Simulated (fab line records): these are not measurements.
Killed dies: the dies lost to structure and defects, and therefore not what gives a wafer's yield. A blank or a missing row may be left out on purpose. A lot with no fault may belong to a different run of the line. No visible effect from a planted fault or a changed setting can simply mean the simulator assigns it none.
fab line records -- flow sky130
[record] lots = 5, wafers = 15, last_day = 50
route steps=708 shown PWDE@48 NWELL@56 PAD_OPEN@708
lots with no fault: from the same line, run without faults
start_h: hours from the record's first day to the start of the lot's first wafer shown -- wait_h: how many hours have passed since the lot's step before this one -- " unchanged from the row above -- L1.1+2: a single row standing in for several wafers -- - either no value or no given start -- * or withheld: withheld -- < > ~ a bound
route shown NAME@n: a module of which the file shows steps, and the number in the route of the first -- usual: average and standard deviation across the fault-free wafers -- same: alike in all rows -- chamber/n: place in a boat -- sites: readings site by site -- _std_site: standard deviation across them -- _edge_site: outer sites' mean less inner sites' -- radius_mm: how far each site lies from the wafer's centre -- mask NAME#n: copy n -- behind: the most recent tool/chamber to have shaped the wafer -- hold: what put the lot on hold/how long, in hours/how the hold closed -- device: whichever transistor did not switch (one of n, p or np) -- end of line: tests run on the same wafers once the route is complete -- where a step has no rows: the recipe by itself -- killed: not the wafer's yield, but the dies lost to structure and defects at the first sort -- map: dies across one wafer; x = killed, . = not, _ = none there
set.NAME: setting as actually run; set.NAME@STEP: the setting as run at that earlier step -- model.NAME: the simulator's own value behind a step, which no gauge read
lots at some steps of the route; a table a step, a row a wafer
services: when a tool's chamber went out of use (start_h, in hours from the record's first day, below 0 if earlier), for how many hours, and the reason
[[steps]]
[step SKY_PWDE_SOFTBAKE_03]
[recipe] temp_c = 110, time_s = withheld
[step SKY_PWDE_EXPOSE_04]
[recipe] mask_id = PWDEM, na = 0.6, source_shape = conventional, sigma_outer = 0.6, polarization = unpolarized, target_cd_nm = 840, dose_mj = 214
[step SKY_PWDE_PEB_05]
[recipe] temp_c = 115, time_s = withheld
[step SKY_PWDE_DEVELOP_06]
[recipe] wall_angle_deg = 90, developer = TMAH, develop_time_s = 60, dev_temp_c = 23
[step SKY_PWDE_OVL_MEAS_07]
[usual] PWDE_OVL = -1.5/1.5
lot.wafer,tool,chamber,start_h,wait_h,PWDE_OVL[nm]
L722.1,overlay-01,-,73.06,-,-3.3
L722.4,overlay-01,-,73.06,-,-1.6
L722.6,overlay-01,-,73.06,-,-2.9
L728.2,overlay-02,-,108.28,-,-1.5
L728.4,overlay-02,-,108.28,-,-1.9
L728.5,overlay-02,-,108.28,-,-2.6
L738.1,overlay-02,-,162.11,-,-4.0
L738.4,overlay-02,-,162.11,-,-3.0
L738.6,overlay-02,-,162.11,-,-4.3
L741.3,overlay-02,-,179.09,-,-1.8
L741.5,overlay-02,-,179.09,-,-2.4
L741.6,overlay-02,-,179.09,-,0.1
L744.1,overlay-01,-,197.47,-,-1.5
L744.3,overlay-01,-,197.47,-,-3.3
L744.6,overlay-01,-,197.47,-,-3.7
[step SKY_PWDE_IMPLANT_08]
[recipe] species = B, energy_kev = 150, dose_cm2 = 3.6e+12, tilt_deg = withheld
[step SKY_PWDE_STRIP_09]
[recipe] chemistry = O2/N2, power_w = 1400, pressure_mtorr = 1500, platen_temp_c = withheld, o2_flow_sccm = 3000, n2_flow_sccm = 300, overash_fraction = 0.5
[usual] drypump_motor_current_A = 5.4/0.41, oes_product_au = 0.722/0.0043, strip_time_to_endpoint_s = 36.93/0.088
lot.wafer,tool,chamber,start_h,wait_h,drypump_motor_current_A,oes_product_au,rf_hours_counter_h,strip_time_to_endpoint_s
L722.1,plasma_asher-02,0,73.25,0.1,4.9,0.726,27,36.92
L722.4,plasma_asher-02,1,73.25,0.1,5.7,0.721,-,36.86
L722.6,plasma_asher-02,1,73.25,0.1,5.7,0.721,-,36.86
L728.2,plasma_asher-02,1,108.46,0.1,5.7,0.723,30,37.12
L728.4,plasma_asher-02,0,108.46,0.1,4.9,0.721,-,37.07
L728.5,plasma_asher-02,0,108.46,0.1,4.9,0.722,-,36.98
L738.1,plasma_asher-03,1,162.30,0.1,5.3,0.719,47,36.87
L738.4,plasma_asher-03,1,162.30,0.1,5.3,0.725,-,36.81
L738.6,plasma_asher-03,1,162.30,0.1,5.3,0.714,-,36.79
L741.3,plasma_asher-03,1,179.30,0.1,5.3,0.728,-,36.80
L741.5,plasma_asher-03,1,179.30,0.1,5.4,0.729,-,36.86
L741.6,plasma_asher-03,0,179.30,0.1,6.0,0.721,-,36.88
L744.1,plasma_asher-01,1,197.65,0.1,5.0,0.719,53,36.88
L744.3,plasma_asher-01,0,197.65,0.1,5.1,0.722,-,36.98
L744.6,plasma_asher-01,0,197.65,0.1,5.1,0.727,-,36.95
[step SKY_PWDE_TW_MEAS_10]
[usual] PWDE_TW = 374.4/1.9
lot.wafer,tool,chamber,start_h,wait_h,PWDE_TW
L722.1,film_metro-03,-,73.35,0.1,373.7
L722.4,film_metro-03,-,73.35,0.1,376.0
L722.6,film_metro-03,-,73.35,0.1,374.6
L728.2,film_metro-01,-,108.57,0.1,374.2
L728.4,film_metro-01,-,108.57,0.1,374.5
L728.5,film_metro-01,-,108.57,0.1,374.2
L738.1,film_metro-03,-,162.40,0.1,376.1
L738.4,film_metro-03,-,162.40,0.1,375.2
L738.6,film_metro-03,-,162.40,0.1,376.9
L741.3,film_metro-02,-,179.38,0.1,372.8
L741.5,film_metro-02,-,179.38,0.1,374.5
L741.6,film_metro-02,-,179.38,0.1,373.4
L744.1,film_metro-01,-,197.75,0.1,374.2
L744.3,film_metro-01,-,197.75,0.1,376.3
L744.6,film_metro-01,-,197.75,0.1,377.1
[step SKY_NWELL_DEHYDRATE_03]
[recipe] temp_c = 200, time_s = 60
[step SKY_NWELL_HMDS_04]
[recipe] prime_time_s = 60, prime_temp_c = 120
[step SKY_NWELL_COAT_05]
[recipe] spin_rpm = 2000, resist_thk_nm = 3000
[step SKY_NWELL_SOFTBAKE_06]
[recipe] temp_c = 110, time_s = withheld
[step SKY_NWELL_EXPOSE_07]
[recipe] mask_id = NWM, na = 0.6, source_shape = conventional, sigma_outer = 0.6, polarization = unpolarized, target_cd_nm = 840, dose_mj = 255
[same] sigma_outer = 0.6
lot.wafer,tool,chamber,start_h,wait_h,mask
L722.1+4+6,iline_stepper-02,0,81.62,-,NWM#0
L728.2+4+5,iline_stepper-01,0,117.87,-,PWDEM#0
L738.1+4+6,iline_stepper-02,0,172.75,-,NWM#0
L741.3+5+6,iline_stepper-01,0,189.68,-,NWM#0
L744.1+3+6,iline_stepper-01,0,208.37,-,NWM#0
[step SKY_NWELL_PEB_08]
[recipe] temp_c = 115, time_s = withheld
[step SKY_NWELL_DEVELOP_09]
[recipe] wall_angle_deg = 90, developer = TMAH, develop_time_s = 60, dev_temp_c = 23
[step SKY_NWELL_OVL_MEAS_10]
[usual] NWELL_00_OVL = -0.6/1.5
lot.wafer,tool,chamber,start_h,wait_h,NWELL_00_OVL[nm]
L722.1,overlay-01,-,89.88,-,0.7
L722.4,overlay-01,-,89.88,-,0.1
L722.6,overlay-01,-,89.88,-,1.2
L728.2,overlay-02,-,126.92,-,-
L728.4,overlay-02,-,126.92,-,-
L728.5,overlay-02,-,126.92,-,-
L738.1,overlay-02,-,182.46,-,1.5
L738.4,overlay-02,-,182.46,-,1.6
L738.6,overlay-02,-,182.46,-,0.8
L741.3,overlay-02,-,199.74,-,1.5
L741.5,overlay-02,-,199.74,-,0.4
L741.6,overlay-02,-,199.74,-,2.1
L744.1,overlay-02,-,218.97,-,1.1
L744.3,overlay-02,-,218.97,-,1.0
L744.6,overlay-02,-,218.97,-,-1.0
[step SKY_NWELL_IMPLANT_11]
[recipe] species = P, energy_kev = 400, dose_cm2 = 1.9e+13, tilt_deg = withheld
[step SKY_NWELL_IMPLANT_12]
[recipe] species = P, energy_kev = 120, dose_cm2 = 1.3e+12, tilt_deg = withheld
[step SKY_NWELL_IMPLANT_13]
[recipe] species = P, energy_kev = 50, dose_cm2 = 7e+11, tilt_deg = withheld
[step SKY_NWELL_STRIP_14]
[recipe] chemistry = O2/N2, power_w = 1400, pressure_mtorr = 1500, platen_temp_c = withheld, o2_flow_sccm = 3000, n2_flow_sccm = 300, overash_fraction = 0.5
[usual] drypump_motor_current_A = 5.5/0.41, oes_product_au = 0.722/0.0047, strip_time_to_endpoint_s = 36.94/0.12
lot.wafer,tool,chamber,start_h,wait_h,drypump_motor_current_A,oes_product_au,rf_hours_counter_h,strip_time_to_endpoint_s
L722.1,plasma_asher-03,0,90.36,0.1,6.1,0.719,40,37.04
L722.4,plasma_asher-03,1,90.36,0.1,5.3,0.727,-,37.04
L722.6,plasma_asher-03,0,90.36,0.1,6.1,0.729,-,36.93
L728.2,plasma_asher-03,0,127.40,0.1,6.1,0.727,44,37.00
L728.4,plasma_asher-03,0,127.40,0.1,6.1,0.717,-,36.99
L728.5,plasma_asher-03,1,127.40,0.1,5.4,0.718,-,36.88
L738.1,plasma_asher-03,1,182.95,0.1,5.3,0.728,50,36.89
L738.4,plasma_asher-03,0,182.95,0.1,6.1,0.718,-,36.84
L738.6,plasma_asher-03,0,182.95,0.1,6.1,0.729,-,36.97
L741.3,plasma_asher-03,0,200.25,0.1,6.1,0.725,-,36.97
L741.5,plasma_asher-03,0,200.25,0.1,6.1,0.725,-,36.87
L741.6,plasma_asher-03,1,200.25,0.1,5.3,0.722,-,36.86
L744.1,plasma_asher-03,1,219.45,0.1,5.3,0.728,53,36.83
L744.3,plasma_asher-03,0,219.45,0.1,6.1,0.724,-,36.73
L744.6,plasma_asher-03,1,219.45,0.1,5.3,0.727,-,36.84
[step SKY_NWELL_TW_MEAS_15]
[usual] NWELL_TW = 1821/11
lot.wafer,tool,chamber,start_h,wait_h,NWELL_TW
L722.1,film_metro-03,-,90.46,0.1,1823
L722.4,film_metro-03,-,90.46,0.1,1837
L722.6,film_metro-03,-,90.46,0.1,1839
L728.2,film_metro-01,-,127.51,0.1,30
L728.4,film_metro-01,-,127.51,0.1,30
L728.5,film_metro-01,-,127.51,0.1,30
L738.1,film_metro-03,-,183.05,0.1,1839
L738.4,film_metro-03,-,183.05,0.1,1849
L738.6,film_metro-03,-,183.05,0.1,1837
L741.3,film_metro-01,-,200.33,0.1,1827
L741.5,film_metro-01,-,200.33,0.1,1802
L741.6,film_metro-01,-,200.33,0.1,1818
L744.1,film_metro-02,-,219.55,0.1,1819
L744.3,film_metro-02,-,219.55,0.1,1831
L744.6,film_metro-02,-,219.55,0.1,1825
[step SKY_NWELL_DEHYDRATE_16]
[recipe] temp_c = 200, time_s = 60
[step SKY_PAD_OPEN_PROBE_99]
[usual] killed_at_M0_to_M3 = 44/7.3, killed_at_M4_up = 3.0/1.9, killed_at_contacts = 24/5, killed_at_front_end = 16/4.5, killed_at_other = 0.3/0.46, killed_dies = 87/10, killed_on_rim = 17/3.5, killed_open = 47/8.3, killed_short = 39/6.4
[same] gross_dies = 492, killed_at_back_side = 0
lot.wafer,tool,chamber,start_h,wait_h,killed_at_M0_to_M3,killed_at_M4_up,killed_at_contacts,killed_at_front_end,killed_at_other,killed_dies,killed_on_rim,killed_open,killed_short
L722.1,prober-02,-,1082.79,0.1,41,3,26,22,1,93,25,55,38
L722.4,prober-02,-,1082.94,0.2,32,3,30,23,0,88,18,51,37
L722.6,prober-02,-,1083.04,0.2,41,4,21,12,0,78,14,43,35
L728.2,prober-01,-,1114.30,0.1,31,4,24,433,0,492,96,37,35
L728.4,prober-01,-,1114.40,0.2,49,2,21,419,1,492,96,38,48
L728.5,prober-01,-,1114.45,0.2,48,2,23,419,0,492,96,58,28
L738.1,prober-02,-,1173.00,0.1,51,6,15,8,0,80,15,38,42
L738.4,prober-02,-,1173.15,0.2,43,2,21,20,0,86,16,42,44
L738.6,prober-02,-,1173.25,0.2,42,3,18,19,1,83,15,42,41
L741.3,prober-01,-,1179.23,0.2,33,6,30,11,0,80,19,47,33
L741.5,prober-01,-,1179.33,0.2,46,3,31,10,0,90,14,48,42
L741.6,prober-01,-,1179.38,0.2,43,1,27,20,0,91,18,53,38
L744.1,prober-02,-,1197.68,0.1,49,4,18,14,0,85,11,36,49
L744.3,prober-02,-,1197.78,0.2,49,4,34,18,0,105,15,60,45
L744.6,prober-02,-,1197.93,0.2,40,1,28,19,0,88,15,49,39
// killed by level:class
L722.1 LI_CONTACT:geometric_particle:open=9 CONTACT:geometric_particle:open=9 VIA2:geometric_particle:open=8 POLY_GATE:geometric_particle:open=6 VIA3:geometric_particle:open=6 VIA1:geometric_particle:open=6 FIELD_ISO:geometric_particle:open=5 CONTACT:geometric_particle:short=5
L722.4 LI_CONTACT:geometric_particle:open=11 CONTACT:geometric_particle:open=9 VIA3:geometric_particle:open=8 POLY_GATE:geometric_particle:short=7 VIA1:geometric_particle:open=5 CONTACT:geometric_particle:short=5 POLY_GATE:geometric_particle:open=4 METAL1:geometric_particle:short=4
L722.6 VIA1:geometric_particle:open=10 LI_CONTACT:geometric_particle:open=7 CONTACT:geometric_particle:open=7 VIA3:geometric_particle:open=6 VIA3:geometric_particle:short=5 METAL1:geometric_particle:short=4 METAL2:geometric_particle:short=4 VIA2:geometric_particle:open=4
L728.2 NWELL:area_expose=420 LI_CONTACT:geometric_particle:open=8 CONTACT:geometric_particle:open=6 VIA1:geometric_particle:short=6 CONTACT:geometric_particle:short=5 LOCAL_INTERCONNECT:geometric_particle:short=4 VIA1:geometric_particle:open=4 VIA3:geometric_particle:open=4
L728.4 NWELL:area_expose=406 VIA1:geometric_particle:open=15 CONTACT:geometric_particle:short=8 METAL1:geometric_particle:short=6 VIA1:geometric_particle:short=6 METAL2:geometric_particle:short=5 FIELD_ISO:geometric_particle:short=4 VIA2:geometric_particle:open=4
L728.5 NWELL:area_expose=406 VIA1:geometric_particle:open=12 LI_CONTACT:geometric_particle:open=10 CONTACT:geometric_particle:open=8 VIA2:geometric_particle:open=7 METAL2:geometric_particle:short=6 VIA3:geometric_particle:open=6 SPACER:geometric_particle:open=5
L738.1 VIA2:geometric_particle:open=9 METAL1:geometric_particle:short=9 VIA1:geometric_particle:open=8 METAL2:geometric_particle:short=8 CONTACT:geometric_particle:open=6 VIA3:geometric_particle:open=6 VIA1:geometric_particle:short=6 METAL4:geometric_particle:short=5
L738.4 CONTACT:geometric_particle:open=10 VIA1:geometric_particle:open=10 METAL2:geometric_particle:short=9 FIELD_ISO:geometric_particle:short=7 VIA1:geometric_particle:short=6 VIA2:geometric_particle:open=6 CONTACT:geometric_particle:short=5 FIELD_ISO:geometric_particle:open=4
L738.6 VIA1:geometric_particle:open=12 METAL1:geometric_particle:short=9 CONTACT:geometric_particle:open=9 FIELD_ISO:geometric_particle:open=6 POLY_GATE:geometric_particle:short=5 VIA1:geometric_particle:short=4 METAL2:geometric_particle:short=4 VIA3:geometric_particle:open=4
L741.3 CONTACT:geometric_particle:open=16 VIA2:geometric_particle:open=9 VIA1:geometric_particle:open=8 VIA3:geometric_particle:open=6 LOCAL_INTERCONNECT:geometric_particle:short=5 FIELD_ISO:geometric_particle:short=4 METAL4:geometric_particle:short=4 POLY_GATE:geometric_particle:short=4
L741.5 VIA1:geometric_particle:open=17 CONTACT:geometric_particle:open=11 METAL2:geometric_particle:short=8 LOCAL_INTERCONNECT:geometric_particle:short=7 LI_CONTACT:geometric_particle:open=5 VIA3:geometric_particle:open=5 LI_CONTACT:geometric_particle:short=4 CONTACT:geometric_particle:short=4
L741.6 CONTACT:geometric_particle:open=13 VIA1:geometric_particle:open=13 VIA1:geometric_particle:short=8 LI_CONTACT:geometric_particle:open=7 POLY_GATE:geometric_particle:open=6 FIELD_ISO:geometric_particle:short=5 METAL2:geometric_particle:short=4 LOCAL_INTERCONNECT:geometric_particle:short=4
L744.1 METAL1:geometric_particle:short=10 METAL2:geometric_particle:short=8 VIA1:geometric_particle:open=6 VIA2:geometric_particle:open=6 CONTACT:geometric_particle:open=5 VIA1:geometric_particle:short=5 FIELD_ISO:geometric_particle:open=4 FIELD_ISO:geometric_particle:short=4
L744.3 CONTACT:geometric_particle:open=14 VIA1:geometric_particle:open=12 VIA3:geometric_particle:open=12 LI_CONTACT:geometric_particle:open=6 METAL2:geometric_particle:short=6 FIELD_ISO:geometric_particle:open=5 METAL1:geometric_particle:short=5 LOCAL_INTERCONNECT:geometric_particle:short=5
L744.6 CONTACT:geometric_particle:open=13 LI_CONTACT:geometric_particle:open=7 FIELD_ISO:geometric_particle:open=6 VIA1:geometric_particle:open=6 VIA1:geometric_particle:short=5 METAL1:geometric_particle:short=5 VIA2:geometric_particle:open=5 METAL3:geometric_particle:short=4
// map L728.2 (x killed, . not)
__________xxxxxxxxxx_________
________xxxxxxxxxxxxxx_______
______xxxxxxxxxxxxxxxxxx_____
_____xxxxxxxxxxxxxxxxxxxx____
____xxxxxxxxxxxxxxxxxxxxxx___
___xxxxxxxxxxxxxxxxxxxxxxxx__
__xxxxxxxxxxxxxxxxxxxxxxxxxx_
_xxxxxxxxxxxxxxxxxxxxxxxxxxxx
_xxxxxxxxxxxxxxxxxxxxxxxxxxxx
_xxxxxxxxxxxxxxxxxxxxxxxxxxxx
_xxxxxxxxxxxxxxxxxxxxxxxxxxxx
_xxxxxxxxxxxxxxxxxxxxxxxxxxxx
_xxxxxxxxxxxxxxxxxxxxxxxxxxxx
_xxxxxxxxxxxxxxxxxxxxxxxxxxxx
_xxxxxxxxxxxxxxxxxxxxxxxxxxxx
__xxxxxxxxxxxxxxxxxxxxxxxxxx_
___xxxxxxxxxxxxxxxxxxxxxxxx__
____xxxxxxxxxxxxxxxxxxxxxx___
_____xxxxxxxxxxxxxxxxxxxx____
______xxxxxxxxxxxxxxxxxx_____
________xxxxxxxxxxxxxx_______
__________xxxxxxxxxx_________
// map L744.3 (x killed, . not)
__________.x.x.x...x_________
________.....x.......x_______
______.......x...x...x.._____
_____..x....x..x......x..____
____....x....x..x......x..___
___....x...x...x.x....x....__
__x.............xx...x..x..._
_..x...x....x....xx..x..x..x.
_...x.........x......x.......
_.x..x.......x.xx...x.xx....x
_.......x..x..x...xx......x..
_...x.x....x.xx.x..x...x.x..x
_....x........xx...x....x....
_x.x....xx.....x.....xx.x..x.
_.....x.....x........x.......
__.....xx.x..x...x.....x...x_
___x.x...............x..x..__
____....x...xx...x.....x..___
_____....x..xx..x.x..xx..____
______................x._____
________.............._______
__________....x....._________
[[services]]
tool,chamber,start_h,hours,kind
iline_stepper-01,-,60.12,1.7,pm
iline_stepper-02,-,107.37,2.1,pm
iline_stepper-02,-,109.45,-,consumable_replace:lamp
plasma_asher-02,-,145.49,0.8,repair
iline_stepper-01,-,159.97,4.3,pm
plasma_asher-02,-,203.49,2.8,pm
[[key]]
[first_sign] step = SKY_NWELL_EXPOSE_07, reading = mask, direction = changed
[effect] step = SKY_NWELL_OVL_MEAS_10, reading = NWELL_00_OVL, direction = missing
[effect] step = SKY_NWELL_TW_MEAS_15, reading = NWELL_TW, direction = down, sigmas = 99+, usual = 1821, struck = 30
[effect] step = SKY_PAD_OPEN_PROBE_99, reading = killed_at_front_end, direction = up, sigmas = 90, usual = 16, struck = 424
[more_kills_born_at] SKY_NWELL_EXPOSE_07@iline_stepper-01 = 1232
met_at SKY_NWELL_EXPOSE_07
struck_wafers L728.2,L728.4,L728.5
tester_left_out L728
[fault] kind = wrong_mask, tool = any, chamber = -, onset_h = 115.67, steps = SKY_NWELL_EXPOSE_07, aux_copy = PWDEM#0, scope = struck_lots_only
// tester_left_out: of these lots the tester's yield and bins aren't shown, on N5 and GAA mostly nor the transistor test; their killed dies are dies lost to structure and defects alone, not to doping, threshold or leakage, so they don't give the yield
